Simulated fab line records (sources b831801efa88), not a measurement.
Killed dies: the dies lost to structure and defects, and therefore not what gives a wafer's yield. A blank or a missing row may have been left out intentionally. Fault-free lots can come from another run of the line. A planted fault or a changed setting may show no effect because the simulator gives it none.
Which of the tools did it? / flow sky130 / 6 lots, 18 wafers sampled, at 1 step of a route of 708

## WHAT THE GAUGES READ, wafer by wafer
SKY_VIA4_THK_MEAS_01.
lot=L366; measured=day 42 04:59; on=film-metro-01; VIA4_HDPCVD_THK (nm)=1742 1777 1781
lot=L368; measured=day 43 16:07; on=film-metro-01; VIA4_HDPCVD_THK (nm)=1743 1768 1734
lot=L375; measured=day 45 14:18; on=film-metro-01; VIA4_HDPCVD_THK (nm)=1758 1736 1749
lot=L377; measured=day 45 17:16; on=film-metro-01; VIA4_HDPCVD_THK (nm)=1736 1734 1742
lot=L381; measured=day 46 13:59; on=film-metro-03; VIA4_HDPCVD_THK (nm)=1775 1775 1730
lot=L386; measured=day 47 18:28; on=film-metro-01; VIA4_HDPCVD_THK (nm)=1747 1752 1750

## EACH LOT AND THE TOOL THAT RAN IT (in order: tool; ch and the chambers of the sampled wafers; start)
There is no process step in the record ahead of these readings.

## THE ANSWER, worked out from the rows above alone
Rule: the usual values come from the lots themselves. The widest of any qualifying gaps counts: lots, ordered by their means at a reading, are off when they make up no more than a third of the lots, leave a main group of 4 or more, and stand apart from it by 3 or more times the standard deviation of that group's means. The tables above print the reading to a certain number of digits; a main group whose means all agree to those digits is not used. Also off: a lot with no number at a reading for which 4 or more lots have one. All remaining lots with rows at the step are treated as sound.
No lot is off at any reading shown: from this, nothing can be told.

## WHAT THE SIMULATOR HAD PUT IN
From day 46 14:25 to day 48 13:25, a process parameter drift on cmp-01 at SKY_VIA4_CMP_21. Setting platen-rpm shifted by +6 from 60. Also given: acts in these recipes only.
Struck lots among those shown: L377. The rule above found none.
